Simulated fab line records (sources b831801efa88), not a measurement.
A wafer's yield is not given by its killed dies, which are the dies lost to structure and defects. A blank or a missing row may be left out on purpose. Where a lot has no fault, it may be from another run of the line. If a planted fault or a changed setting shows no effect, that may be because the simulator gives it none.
fab line records -- flow sky130
record lots=13, wafers=37, last_day=50
route steps=708 shown LDD_P@263 LDD_HVP@285 LDD_LDN@301 PAD_OPEN@708
lots that met no fault: from a run of the same line without faults
start_h: hours from the record's first day to the start of the lot's first wafer shown -- wait_h: hours elapsed since this lot's preceding step -- " identical to the entry in the row above -- L1.1+2: a row that stands for several wafers -- - no value, or no start given -- * or withheld: withheld -- < > ~ a bound
route shown NAME@n: names a module that has steps shown in the file, with the first one's number in the route -- usual: average and standard deviation across the fault-free wafers -- same: alike in all rows -- chamber/n: place in a boat -- sites: each site's reading -- _std_site: the values' standard deviation -- _edge_site: mean of outer sites minus mean of inner sites -- radius_mm: how far each site lies from the wafer's centre -- mask NAME#n: copy n -- behind: the most recent tool/chamber to have shaped the wafer -- hold: what put the lot on hold/how long, in hours/how the hold closed -- device: names the non-switching transistor (n, p or np) -- end of line: tests run on the same wafers once the route is complete -- a step given without rows: its recipe and nothing more -- killed: the dies lost at the first sort to structure and to defects; this is not the yield of the wafer -- map: per-die view of a wafer (x killed, . not killed, _ where there is no die)
set.NAME: setting as actually run; set.NAME@STEP: the setting as run at that earlier step -- model.NAME: the simulator's own value behind a step, which no gauge read
the route's steps for a sample of lots (tables are steps, rows are wafers)
services: when a tool's chamber went out of use (start_h, in hours from the record's first day, below 0 if earlier), for how many hours, and the reason
## steps
# step SKY_LDD_P_OVL_MEAS_08
# usual LDD_P_OVL=-0.8/1.1
lot.wafer,tool,chamber,start_h,wait_h,LDD_P_OVL[nm]
L300.2,overlay-01,-,442.78,0.1,-2.5
L300.3,overlay-01,-,442.78,0.1,-1.5
L300.5,overlay-01,-,442.78,0.1,-1.5
L301.3,overlay-01,-,446.55,0.1,-0.6
L301.5,overlay-01,-,446.55,0.1,-1.3
L301.6,overlay-01,-,446.55,0.1,-1.3
L302.3,overlay-02,-,461.59,0.1,1.2
L302.4,overlay-02,-,461.59,0.1,0.8
L302.5,overlay-02,-,461.59,0.1,0.6
L303.1,overlay-01,-,474.18,0.1,-1.1
L303.2,overlay-01,-,474.18,0.1,-2.3
L303.5,overlay-01,-,474.18,0.1,-1.8
L304.2,overlay-02,-,477.33,0.1,0.2
L304.5,overlay-02,-,477.33,0.1,0.0
L304.6,overlay-02,-,477.33,0.1,0.3
L305.1,overlay-02,-,486.90,0.1,-1.9
L305.2,overlay-02,-,486.90,0.1,-1.3
L305.3,overlay-02,-,486.90,0.1,-1.7
L306.1,overlay-01,-,497.63,0.1,-0.9
L306.5,overlay-01,-,497.63,0.1,-1.6
L306.6,overlay-01,-,497.63,0.1,-0.7
L308.1,overlay-01,-,513.44,0.1,1.4
L308.4,overlay-01,-,513.44,0.1,0.8
L308.6,overlay-01,-,513.44,0.1,1.3
L311.4,overlay-01,-,548.09,0.1,-0.5
L311.5,overlay-01,-,548.09,0.1,-1.0
L313.2,overlay-02,-,561.46,0.1,-1.5
L313.4,overlay-02,-,561.46,0.1,-1.7
L322.1,overlay-02,-,635.33,0.1,-0.5
L322.4,overlay-02,-,635.33,0.1,0.0
L322.5,overlay-02,-,635.33,0.1,-1.5
L320.1,overlay-01,-,636.23,0.1,-1.7
L320.3,overlay-01,-,636.23,0.1,0.1
L320.6,overlay-01,-,636.23,0.1,-0.6
L321.1,overlay-02,-,636.60,0.1,1.4
L321.2,overlay-02,-,636.60,0.1,0.4
L321.4,overlay-02,-,636.60,0.1,0.5
# step SKY_LDD_HVP_OVL_MEAS_07
# usual LDD_HVP_OVL=0.3/1.4
lot.wafer,tool,chamber,start_h,wait_h,LDD_HVP_OVL[nm]
L300.2,overlay-01,-,504.27,0.1,-0.7
L300.3,overlay-01,-,504.27,0.1,-1.6
L300.5,overlay-01,-,504.27,0.1,-1.9
L301.3,overlay-01,-,507.50,0.1,-0.7
L301.5,overlay-01,-,507.50,0.1,-1.9
L301.6,overlay-01,-,507.50,0.1,-2.1
L302.3,overlay-01,-,522.73,0.1,-0.2
L302.4,overlay-01,-,522.73,0.1,0.3
L302.5,overlay-01,-,522.73,0.1,-0.3
L303.1,overlay-01,-,535.36,0.1,-0.2
L303.2,overlay-01,-,535.36,0.1,0.4
L303.5,overlay-01,-,535.36,0.1,0.4
L304.2,overlay-01,-,537.77,0.1,2.9
L304.5,overlay-01,-,537.77,0.1,0.9
L304.6,overlay-01,-,537.77,0.1,2.9
L305.1,overlay-01,-,546.87,0.1,-1.2
L305.2,overlay-01,-,546.87,0.1,-1.3
L305.3,overlay-01,-,546.87,0.1,-1.3
L306.1,overlay-02,-,558.13,0.1,1.9
L306.5,overlay-02,-,558.13,0.1,2.2
L306.6,overlay-02,-,558.13,0.1,1.5
L308.1,overlay-02,-,573.36,0.1,1.3
L308.4,overlay-02,-,573.36,0.1,1.2
L308.6,overlay-02,-,573.36,0.1,2.6
L311.4,overlay-01,-,606.54,0.1,0.9
L311.5,overlay-01,-,606.54,0.1,1.1
L313.2,overlay-02,-,620.12,0.1,2.5
L313.4,overlay-02,-,620.12,0.1,2.4
L322.1,overlay-01,-,692.22,0.1,-2.6
L322.4,overlay-01,-,692.22,0.1,-1.7
L322.5,overlay-01,-,692.22,0.1,-1.1
L320.1,overlay-02,-,692.52,0.1,0.3
L320.3,overlay-02,-,692.52,0.1,2.0
L320.6,overlay-02,-,692.52,0.1,0.5
L321.1,overlay-01,-,693.63,0.1,-0.2
L321.2,overlay-01,-,693.63,0.1,0.2
L321.4,overlay-01,-,693.63,0.1,-1.1
# step SKY_LDD_HVP_IMPLANT_08
# recipe species=B, energy_kev=20, dose_cm2=1.7e+13, tilt_deg=17.9
# usual beam_energy_keV=20.000/0.0056, beam_on_s=10.00/0.21, dose_ions_cm2=1.7002e+13/1.8e+10, faraday_current_uA=95.9/2
lot.wafer,tool,chamber,start_h,wait_h,beam_energy_keV,beam_on_s,dose_ions_cm2,faraday_current_uA
L300.2,implanter-02,0,504.32,0.0,20.002,9.87,1.6961e+13,97.4
L300.3,implanter-02,0,504.32,0.0,20.001,9.80,1.6984e+13,98.1
L300.5,implanter-02,0,504.32,0.0,20.004,9.90,1.6972e+13,96.8
L301.3,implanter-02,0,507.58,0.1,19.999,9.90,1.6988e+13,96.6
L301.5,implanter-02,0,507.58,0.1,20.004,10.14,1.6995e+13,94.1
L301.6,implanter-02,0,507.58,0.1,20.001,10.28,1.699e+13,93.2
L302.3,implanter-02,0,522.80,0.1,20.005,10.13,1.6985e+13,94.7
L302.4,implanter-02,0,522.80,0.1,20.003,10.44,1.702e+13,91.6
L302.5,implanter-02,0,522.80,0.1,20.002,10.04,1.6989e+13,95.8
L303.1,implanter-02,0,535.40,0.0,20.006,10.08,1.7043e+13,95.3
L303.2,implanter-02,0,535.40,0.0,20.003,9.86,1.6978e+13,97.2
L303.5,implanter-02,0,535.40,0.0,20.005,9.99,1.7011e+13,96.0
L304.2,implanter-03,0,537.82,0.0,19.997,10.20,1.7009e+13,93.7
L304.5,implanter-03,0,537.82,0.0,20.001,10.12,1.6986e+13,94.2
L304.6,implanter-03,0,537.82,0.0,20.009,10.06,1.701e+13,95.4
L305.1,implanter-04,0,546.90,0.0,19.998,9.95,1.7012e+13,96.3
L305.2,implanter-04,0,546.90,0.0,19.996,9.77,1.6986e+13,98.2
L305.3,implanter-04,0,546.90,0.0,20.008,10.18,1.6985e+13,94.0
L306.1,implanter-04,0,558.17,0.0,19.995,9.89,1.7015e+13,97.2
L306.5,implanter-04,0,558.17,0.0,20.000,10.14,1.699e+13,95.0
L306.6,implanter-04,0,558.17,0.0,19.986,9.71,1.7001e+13,98.8
L308.1,implanter-04,0,573.40,0.0,19.997,9.98,1.7008e+13,96.0
L308.4,implanter-04,0,573.40,0.0,19.994,9.88,1.699e+13,96.7
L308.6,implanter-04,0,573.40,0.0,20.002,10.10,1.7013e+13,94.8
L311.4,implanter-03,0,606.63,0.1,19.992,12.08,1.6987e+13,79.4
L311.5,implanter-03,0,606.63,0.1,19.991,9.85,1.7013e+13,97.0
L313.2,implanter-03,0,620.18,0.0,19.998,10.00,1.6999e+13,95.9
L313.4,implanter-03,0,620.18,0.0,19.994,12.20,1.6995e+13,78.7
L322.1,implanter-03,0,692.25,0.0,19.988,9.84,1.6995e+13,97.6
L322.4,implanter-03,0,692.25,0.0,19.994,10.17,1.7017e+13,94.1
L322.5,implanter-03,0,692.25,0.0,19.986,10.26,1.7015e+13,93.5
L320.1,implanter-04,0,692.55,0.0,19.994,10.22,1.6998e+13,94.0
L320.3,implanter-04,0,692.55,0.0,19.999,9.95,1.705e+13,96.4
L320.6,implanter-04,0,692.55,0.0,20.006,10.09,1.7016e+13,95.5
L321.1,implanter-03,0,693.67,0.0,19.996,10.16,1.6997e+13,94.3
L321.2,implanter-03,0,693.67,0.0,19.999,10.13,1.6996e+13,95.0
L321.4,implanter-03,0,693.67,0.0,20.002,9.55,1.7006e+13,99.9
# step SKY_LDD_HVP_TW_MEAS_10
# usual LDD_HVP_TW=456/3.8
lot.wafer,tool,chamber,start_h,wait_h,LDD_HVP_TW
L300.2,film_metro-04,-,504.56,0.1,451
L300.3,film_metro-04,-,504.56,0.1,450
L300.5,film_metro-04,-,504.56,0.1,448
L301.3,film_metro-02,-,507.80,0.1,457
L301.5,film_metro-02,-,507.80,0.1,457
L301.6,film_metro-02,-,507.80,0.1,459
L302.3,film_metro-03,-,523.02,0.1,458
L302.4,film_metro-03,-,523.02,0.1,456
L302.5,film_metro-03,-,523.02,0.1,455
L303.1,film_metro-03,-,535.65,0.1,452
L303.2,film_metro-03,-,535.65,0.1,453
L303.5,film_metro-03,-,535.65,0.1,457
L304.2,film_metro-02,-,538.06,0.1,458
L304.5,film_metro-02,-,538.06,0.1,456
L304.6,film_metro-02,-,538.06,0.1,456
L305.1,film_metro-04,-,547.15,0.1,449
L305.2,film_metro-04,-,547.15,0.1,449
L305.3,film_metro-04,-,547.15,0.1,449
L306.1,film_metro-03,-,558.42,0.1,456
L306.5,film_metro-03,-,558.42,0.1,458
L306.6,film_metro-03,-,558.42,0.1,454
L308.1,film_metro-03,-,573.65,0.1,456
L308.4,film_metro-03,-,573.65,0.1,457
L308.6,film_metro-03,-,573.65,0.1,456
L311.4,film_metro-04,-,606.83,0.1,477
L311.5,film_metro-04,-,606.83,0.1,454
L313.2,film_metro-04,-,620.43,0.1,448
L313.4,film_metro-04,-,620.43,0.1,474
L322.1,film_metro-03,-,692.50,0.1,458
L322.4,film_metro-03,-,692.50,0.1,459
L322.5,film_metro-03,-,692.50,0.1,457
L320.1,film_metro-02,-,692.80,0.1,458
L320.3,film_metro-02,-,692.80,0.1,460
L320.6,film_metro-02,-,692.80,0.1,458
L321.1,film_metro-03,-,693.92,0.1,457
L321.2,film_metro-03,-,693.92,0.1,452
L321.4,film_metro-03,-,693.92,0.1,457
# step SKY_LDD_LDN_STRIP_12
# recipe chemistry=O2/N2, power_w=1400, pressure_mtorr=1500, platen_temp_c=withheld, o2_flow_sccm=3000, n2_flow_sccm=300, overash_fraction=0.5
# usual drypump_motor_current_A=5.4/0.48, oes_product_au=0.716/0.0043, strip_time_to_endpoint_s=14.19/0.042
lot.wafer,tool,chamber,start_h,wait_h,drypump_motor_current_A,oes_product_au,rf_hours_counter_h,strip_time_to_endpoint_s
L300.2,plasma_asher-04,0,535.10,0.1,5.9,0.711,11,14.18
L300.3,plasma_asher-04,0,535.10,0.1,5.9,0.709,-,14.14
L300.5,plasma_asher-04,1,535.10,0.1,6.2,0.715,-,14.12
L301.3,plasma_asher-01,1,537.98,0.1,5.4,0.715,-,14.18
L301.5,plasma_asher-01,0,537.98,0.1,5.1,0.708,-,14.16
L301.6,plasma_asher-01,1,537.98,0.1,5.4,0.718,-,14.11
L302.3,plasma_asher-03,0,553.28,0.1,5.3,0.719,-,14.20
L302.4,plasma_asher-03,1,553.28,0.1,4.9,0.710,-,14.23
L302.5,plasma_asher-03,0,553.28,0.1,5.3,0.714,-,14.20
L303.1,plasma_asher-03,0,566.40,0.1,5.3,0.720,44,14.13
L303.2,plasma_asher-03,1,566.40,0.1,4.9,0.713,44,14.13
L303.5,plasma_asher-03,0,566.40,0.1,5.3,0.720,-,14.17
L304.2,plasma_asher-04,1,568.44,0.1,6.2,0.718,14,14.13
L304.5,plasma_asher-04,0,568.44,0.1,5.8,0.714,-,14.18
L304.6,plasma_asher-04,1,568.44,0.1,6.3,0.711,-,14.21
L305.1,plasma_asher-03,0,577.14,0.1,5.3,0.719,45,14.23
L305.2,plasma_asher-03,1,577.14,0.1,4.9,0.712,45,14.22
L305.3,plasma_asher-03,0,577.14,0.1,5.3,0.722,-,14.19
L306.1,plasma_asher-04,0,588.49,0.1,5.8,0.713,16,14.22
L306.5,plasma_asher-04,1,588.49,0.1,6.2,0.718,-,14.24
L306.6,plasma_asher-04,0,588.49,0.1,5.9,0.716,-,14.20
L308.1,plasma_asher-03,0,603.45,0.1,5.3,0.710,48,14.26
L308.4,plasma_asher-03,1,603.45,0.1,4.8,0.716,-,14.23
L308.6,plasma_asher-03,0,603.45,0.1,5.3,0.722,-,14.22
L311.4,plasma_asher-03,0,635.68,0.1,5.3,0.723,-,14.24
L311.5,plasma_asher-03,1,635.68,0.1,4.8,0.725,-,14.19
L313.2,plasma_asher-01,0,649.79,0.1,5.1,0.718,96,14.25
L313.4,plasma_asher-01,1,649.79,0.1,5.5,0.723,-,14.22
L322.1,plasma_asher-04,0,720.10,0.1,5.9,0.723,30,14.25
L322.4,plasma_asher-04,1,720.10,0.1,6.3,0.718,-,14.24
L322.5,plasma_asher-04,0,720.10,0.1,5.9,0.712,-,14.22
L320.1,plasma_asher-01,1,720.55,0.1,5.4,0.716,104,14.17
L320.3,plasma_asher-01,1,720.55,0.1,5.4,0.716,-,14.15
L320.6,plasma_asher-01,0,720.55,0.1,5.1,0.719,-,14.13
L321.1,plasma_asher-04,0,721.59,0.1,5.9,0.714,30,14.20
L321.2,plasma_asher-04,1,721.59,0.1,6.2,0.714,30,14.21
L321.4,plasma_asher-04,0,721.59,0.1,5.8,0.717,-,14.14
# step SKY_PAD_OPEN_PROBE_99
# usual killed_at_M0_to_M3=44/6.5, killed_at_M4_up=3.3/1.7, killed_at_contacts=25/5.3, killed_at_front_end=15/5, killed_at_other=0.2/0.47, killed_dies=87/9.9, killed_open=47/8, killed_short=39/6.1
# same gross_dies=492, killed_at_back_side=0
lot.wafer,tool,chamber,start_h,wait_h,killed_at_M0_to_M3,killed_at_M4_up,killed_at_contacts,killed_at_front_end,killed_at_other,killed_dies,killed_open,killed_short
L311.4,prober-01,-,1151.37,0.2,43,4,23,23,0,93,55,38
L311.5,prober-01,-,1151.42,0.2,33,2,19,15,0,69,36,33
# killed by level:class
L311.4 VIA1:geometric_particle:open=10 LI_CONTACT:geometric_particle:open=9 CONTACT:geometric_particle:open=9 FIELD_ISO:geometric_particle:short=6 FIELD_ISO:geometric_particle:open=6 POLY_GATE:geometric_particle:open=6 VIA3:geometric_particle:open=6 VIA1:geometric_particle:short=5
L311.5 LI_CONTACT:geometric_particle:open=7 VIA1:geometric_particle:open=6 VIA1:geometric_particle:short=6 LI_CONTACT:geometric_particle:short=5 CONTACT:geometric_particle:open=4 METAL2:geometric_particle:short=4 METAL1:geometric_particle:short=4 FIELD_ISO:geometric_particle:open=3
## services
tool,chamber,start_h,hours,kind
implanter-04,-,504.85,3.1,repair
plasma_asher-03,-,512.74,3.2,repair
implanter-04,-,549.85,1.4,repair
implanter-04,-,555.72,1.2,repair
plasma_asher-01,-,559.89,14.6,pm
plasma_asher-04,-,578.12,1.9,repair
implanter-04,-,597.13,3.2,pm
plasma_asher-04,-,599.83,4.3,repair
implanter-04,-,614.11,2.9,repair
implanter-02,-,659.96,0.5,repair
implanter-03,-,672.22,1.5,repair
implanter-04,-,678.85,2.8,repair
plasma_asher-03,-,683.60,22.6,repair
plasma_asher-03,-,697.75,12.0,repair
implanter-02,-,703.22,7.8,repair
implanter-02,-,708.07,1.5,repair
plasma_asher-03,-,709.78,14.6,pm
## key
first_sign step=SKY_LDD_HVP_IMPLANT_08, reading=beam_on_s, direction=up, sigmas=10, usual=10.00, struck=12.14
effect step=SKY_LDD_HVP_IMPLANT_08, reading=faraday_current_uA, direction=down, sigmas=8.3, usual=95.9, struck=79.1
effect step=SKY_LDD_HVP_TW_MEAS_10, reading=LDD_HVP_TW, direction=up, sigmas=5.3, usual=456, struck=476
met_at SKY_LDD_HVP_IMPLANT_08
struck_lots L311,L313
struck_wafers L311.4,L313.4
tester_left_out L311,L313
not_acting_at SKY_LDD_P_OVL_MEAS_08,SKY_LDD_HVP_OVL_MEAS_07,SKY_LDD_LDN_STRIP_12
onset_between 537.82 606.63
fault kind=process_parameter_drift, tool=implanter-03, chamber=-, onset_h=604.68, steps=SKY_LDD_HVP_IMPLANT_08, channel=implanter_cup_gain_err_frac, offset=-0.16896, shape=step, end_h=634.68, scope=struck_wafers_only
# tester_left_out: of these lots the tester's yield and bins aren't shown, on N5 and GAA mostly nor the transistor test; their killed dies are dies lost to structure and defects alone, not to doping, threshold or leakage, so they don't give the yield
